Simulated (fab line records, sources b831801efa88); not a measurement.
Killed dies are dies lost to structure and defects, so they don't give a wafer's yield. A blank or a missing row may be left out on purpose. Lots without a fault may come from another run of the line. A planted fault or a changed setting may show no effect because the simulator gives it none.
Chamber matching | flow sky130 | SKY_CAPM_CVD_00 on pecvd-02: 3 sister chambers
The step deposits SiO2, target thk 15.5 nm. 6 wafers are shown with their chamber, then 7 later ones without.

WAFERS WITH THEIR CHAMBER
wafer  | chamber | heater_power_outer_w (W) | heater_power_w (W)
L543.1 | 2       | 554                      | 877
L543.3 | 1       | 440                      | 744
L543.5 | 2       | 549                      | 892
L545.1 | 1       | 428                      | 730
L545.2 | 0       | 382                      | 693
L545.6 | 0       | 390                      | 684

WAFERS WITHOUT THEIR CHAMBER
wafer  | heater_power_outer_w (W) | heater_power_w (W)
L546.2 | 537                      | 895
L546.4 | 307                      | 568
L546.5 | 348                      | 595
L547.1 | 414                      | 720
L547.3 | 563                      | 922
L549.4 | 434                      | 730
L549.6 | 564                      | 914

WHICH CHAMBER EACH WENT THROUGH
wafer  | from the rows above     | in truth
L546.2 | 2                       | 2
L546.4 | 0                       | 0
L546.5 | 0                       | 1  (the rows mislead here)
L547.1 | can't be placed: 1 or 0 | 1
L547.3 | 2                       | 2
L549.4 | 1                       | 1
L549.6 | 2                       | 2
Placed correctly: 5 of 7. Can't be placed from these rows: 1 (the true chamber is among the candidates in 1). Placed wrongly: 1.
How it was worked out, from the rows above alone: a wafer's distance from a chamber is the root of the sum, over the readings, of the square of ((its reading less the chamber's mean) divided by the reading's scatter). The wafer belongs to the nearest chamber; if the next one is less than 2 further off, it can't be placed. A chamber's mean is the mean of its shown wafers. The scatter: the root of (the sum of the squares of (reading less its chamber's mean) over the shown wafers, divided by (wafers less chambers)).
